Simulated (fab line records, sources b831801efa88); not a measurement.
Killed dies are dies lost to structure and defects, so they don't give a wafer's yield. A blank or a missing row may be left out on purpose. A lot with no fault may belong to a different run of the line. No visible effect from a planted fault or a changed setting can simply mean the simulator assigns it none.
Which tool did it? | flow sky130 | 7 lots with 21 wafers sampled at 2 steps, on a route of 708 steps

## WHAT THE GAUGES READ, wafer by wafer
SKY_VIA1_THK_MEAS_01.
lot  | measured     | on           | VIA1_HDPCVD_THK (nm)
L657 | day 33 10:01 | filmMetro-01 | 1027 1008 1033
L659 | day 33 21:04 | filmMetro-04 | 1031 1037 1038
L662 | day 34 23:18 | filmMetro-01 | 1037 1037 1037
L666 | day 36 01:07 | filmMetro-01 | 1029 799 1014
L675 | day 38 18:20 | filmMetro-04 | 1024 1023 1026
L677 | day 39 12:47 | filmMetro-04 | 1006 1024 1012
L679 | day 39 22:34 | filmMetro-04 | 1025 1015 1010

## EACH LOT AND THE TOOL THAT RAN IT (in order: tool; ch and the chambers of the sampled wafers; start)
lot  | SKY_VIA1_HDPCVD_00
L657 | hdpcvd-02 ch 1,2, day 33 09:54
L659 | hdpcvd-01 ch 0,1, day 33 20:57
L662 | hdpcvd-02 ch 0,1,2, day 34 23:11
L666 | hdpcvd-02 ch 0,1,2, day 36 00:59
L675 | hdpcvd-01 ch 0,1,2, day 38 18:13
L677 | hdpcvd-01 ch 0,1,2, day 39 12:42
L679 | hdpcvd-01 ch 0,1, day 39 22:26
- SKY_VIA1_HDPCVD_00: deposits SiO2, target thk 1030 nm, time 171.7 s.

## THE ANSWER, worked out from the rows above alone
Rule: usual is defined by the lots themselves. The widest of any qualifying gaps counts: lots, ordered by their means at a reading, are off when they make up no more than a third of the lots, leave a main group of 4 or more, and stand apart from it by 3 or more times the standard deviation of that group's means. If all means in a main group match to the digits the tables above print for the reading, that group is not used. A lot without any number at a reading at which 4 lots or more have one is off too. All remaining lots with rows at the step are treated as sound.
Off: L666, seen at SKY_VIA1_THK_MEAS_01 (VIA1_HDPCVD_THK). Mean 1025 nm and standard deviation 8.6 in the main group.
A tool fits if, at a process step before that reading, it ran every lot that is off, and no sound lot after the first of them. The gauges at SKY_VIA1_THK_MEAS_01 are tried like those tools. 2 tools fit, hdpcvd-02 at SKY_VIA1_HDPCVD_00 and filmMetro-01 at SKY_VIA1_THK_MEAS_01, so this cannot tell which one it is.

## WHAT THE SIMULATOR HAD INSERTED
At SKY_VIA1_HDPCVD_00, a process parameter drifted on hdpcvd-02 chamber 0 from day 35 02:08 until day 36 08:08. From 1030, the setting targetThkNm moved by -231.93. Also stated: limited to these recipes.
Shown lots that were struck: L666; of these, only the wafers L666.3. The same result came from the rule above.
